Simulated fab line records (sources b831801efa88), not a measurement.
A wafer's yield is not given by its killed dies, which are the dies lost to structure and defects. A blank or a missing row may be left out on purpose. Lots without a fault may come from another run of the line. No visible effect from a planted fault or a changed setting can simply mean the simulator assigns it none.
What tool caused it? ; flow gf180mcu ; 12 lots with 36 wafers sampled at 5 steps, on a route of 602 steps

WHAT THE GAUGES SHOWED, per wafer
GF_V3_OVL_MEAS_15. Usual: V3_OVL typically reads -1 nm, with standard deviation 5.3.
lot;measured;on;V3_OVL (nm);flag
L322;day 22 19:14;overlay-01;-8 -8 -3;
L323;day 23 02:07;overlay-02;4 6 7;
L324;day 23 10:47;overlay-02;3 3 8;
L325;day 23 16:50;overlay-02;12 5 9;
L326;day 23 19:47;overlay-01;7 -1 2;
L335;day 26 23:37;overlay-01;5 -7 3;
L336;day 27 09:02;overlay-01;-7 -3 -6;
L337;day 27 20:22;overlay-02;1 1 0;
L338;day 27 21:53;overlay-01;-8 -2 -9;
L339;day 28 05:26;overlay-02;-10 -12 -5;
L340;day 28 12:18;overlay-01;1 2 7;
L342;day 29 18:26;overlay-02;4 8 2;

GF_V3_RS_MEAS_24: the measuring method here is four-point-probe. Usual: V3_W_RS typically reads 0.327 ohm/sq, with standard deviation 0.003.
lot;measured;on;V3_W_RS (ohm/sq);flag
L322;day 22 20:11;film-metro-02;0.326 0.329 0.325;
L323;day 23 03:07;film-metro-01;0.326 0.321 0.325;
L324;day 23 11:45;film-metro-02;0.308 0.308 0.311;OFF
L325;day 23 17:46;film-metro-03;0.304 0.305 0.310;OFF
L326;day 23 20:42;film-metro-03;0.325 0.325 0.331;
L335;day 27 00:35;film-metro-03;0.323 0.326 0.331;
L336;day 27 09:58;film-metro-01;0.327 0.330 0.330;
L337;day 27 21:19;film-metro-03;0.324 0.330 0.327;
L338;day 27 22:48;film-metro-02;0.323 0.331 0.323;
L339;day 28 06:21;film-metro-02;0.326 0.327 0.332;
L340;day 28 13:13;film-metro-02;0.325 0.327 0.323;
L342;day 29 19:23;film-metro-03;0.328 0.329 0.327;

GF_V3_THK_MEAS_25: measures by xrf. Usual: V3_W_THK typically reads 347 nm, with standard deviation 4.2.
lot;measured;on;V3_W_THK (nm);flag
L322;day 22 20:17;film-metro-02;347 340 345;
L323;day 23 03:14;film-metro-01;347 351 347;
L324;day 23 11:51;film-metro-02;371 371 366;OFF
L325;day 23 17:53;film-metro-03;372 370 365;OFF
L326;day 23 20:49;film-metro-03;347 347 341;
L335;day 27 00:42;film-metro-03;354 349 345;
L336;day 27 10:05;film-metro-01;343 344 342;
L337;day 27 21:26;film-metro-03;351 346 347;
L338;day 27 22:55;film-metro-02;347 336 345;
L339;day 28 06:28;film-metro-02;344 342 338;
L340;day 28 13:20;film-metro-02;346 343 348;
L342;day 29 19:30;film-metro-03;350 345 349;

TOOL THAT RAN EACH LOT (tool first, then ch and the chambers of the sampled wafers, then the start)
lot;GF_V3_STRIP_18;GF_V3_CVD_23
L322;plasma-asher-03 ch 0,1, day 22 19:25;cvd-w-02 ch 0,1, day 22 20:04
L323;plasma-asher-03 ch 0,1, day 23 02:17;cvd-w-02 ch 0,1, day 23 02:59
L324;plasma-asher-02 ch 0,1, day 23 10:58;cvd-w-02 ch 0,1, day 23 11:38
L325;plasma-asher-02 ch 0,1, day 23 17:00;cvd-w-02 ch 0,1, day 23 17:38
L326;plasma-asher-04 ch 0,1, day 23 19:57;cvd-w-01 ch 0,1, day 23 20:35
L335;plasma-asher-03 ch 0,1, day 26 23:47;cvd-w-01 ch 0,1, day 27 00:28
L336;plasma-asher-03 ch 0,1, day 27 09:12;cvd-w-02 ch 0,1, day 27 09:50
L337;plasma-asher-04 ch 0,1, day 27 20:32;cvd-w-01 ch 0,1, day 27 21:13
L338;plasma-asher-03 ch 0,1, day 27 22:03;cvd-w-01 ch 0,1, day 27 22:41
L339;plasma-asher-03 ch 0,1, day 28 05:36;cvd-w-01 ch 0,1, day 28 06:14
L340;plasma-asher-02 ch 0,1, day 28 12:28;cvd-w-01 ch 0,1, day 28 13:06
L342;plasma-asher-02 ch 0,1, day 29 18:36;cvd-w-02 ch 0,1, day 29 19:16
- GF_V3_STRIP_18: strips in O2/N2.
- GF_V3_CVD_23: deposits W, target thk 350 nm, time 104.9 s.

AS READ BY THE TOOLS THEMSELVES (means over the sampled wafers that have a number; for cases with no such wafer, the mark the record gives instead)
GF_V3_STRIP_18. Usual: drypump-motor-current-A 5.7 A, standard deviation 0.4; heater-power-w 342 W, standard deviation 28; oes-product-au 0.587 a.u., standard deviation 0.0048.
lot;tool;drypump-motor-current-A (A);heater-power-w (W);oes-product-au (a.u.);flag
L322;plasma-asher-03;5.4;326;0.589;
L323;plasma-asher-03;5.4;335;0.593;
L324;plasma-asher-02;5.6;364;0.582;
L325;plasma-asher-02;5.6;365;0.593;
L326;plasma-asher-04;6.0;310;0.584;
L335;plasma-asher-03;5.4;333;0.589;
L336;plasma-asher-03;5.4;332;0.584;
L337;plasma-asher-04;6.0;307;0.587;
L338;plasma-asher-03;5.4;333;0.589;
L339;plasma-asher-03;5.8;336;0.591;
L340;plasma-asher-02;5.6;363;0.585;
L342;plasma-asher-02;5.6;365;0.588;

GF_V3_CVD_23. Usual: heater-power-w at 842 W, with a standard deviation of 54.
lot;tool;heater-power-w (W);flag
L322;cvd-w-02;814;
L323;cvd-w-02;825;
L324;cvd-w-02;805;
L325;cvd-w-02;808;
L326;cvd-w-01;902;
L335;cvd-w-01;879;
L336;cvd-w-02;802;
L337;cvd-w-01;839;
L338;cvd-w-01;850;
L339;cvd-w-01;894;
L340;cvd-w-01;855;
L342;cvd-w-02;815;

THE ANSWER, worked out from the rows above alone
Rule: take the mean of a lot's wafers that have a number; if it is more than 3 standard deviations from the usual mean, the lot is off. Also off: a lot with no number at a reading for which 4 or more lots have one. All remaining lots with rows at the step are treated as sound. The gauges are gone through in route order, then the tools' own readings, and for those a lot's mean is taken as printed above. At the first step where some lot is off, the reading lying furthest off is the one used; lots without a number count as furthest.
Off: at GF_V3_RS_MEAS_24 (V3_W_RS), L324, L325.
If a tool, at a process step before that reading, ran all the lots that are off and no sound lot after the first of them, it fits. Those tools and the gauges at GF_V3_RS_MEAS_24 are tried in the same way. Of those tried, none fits.

WHAT THE SIMULATOR HAD PUT IN
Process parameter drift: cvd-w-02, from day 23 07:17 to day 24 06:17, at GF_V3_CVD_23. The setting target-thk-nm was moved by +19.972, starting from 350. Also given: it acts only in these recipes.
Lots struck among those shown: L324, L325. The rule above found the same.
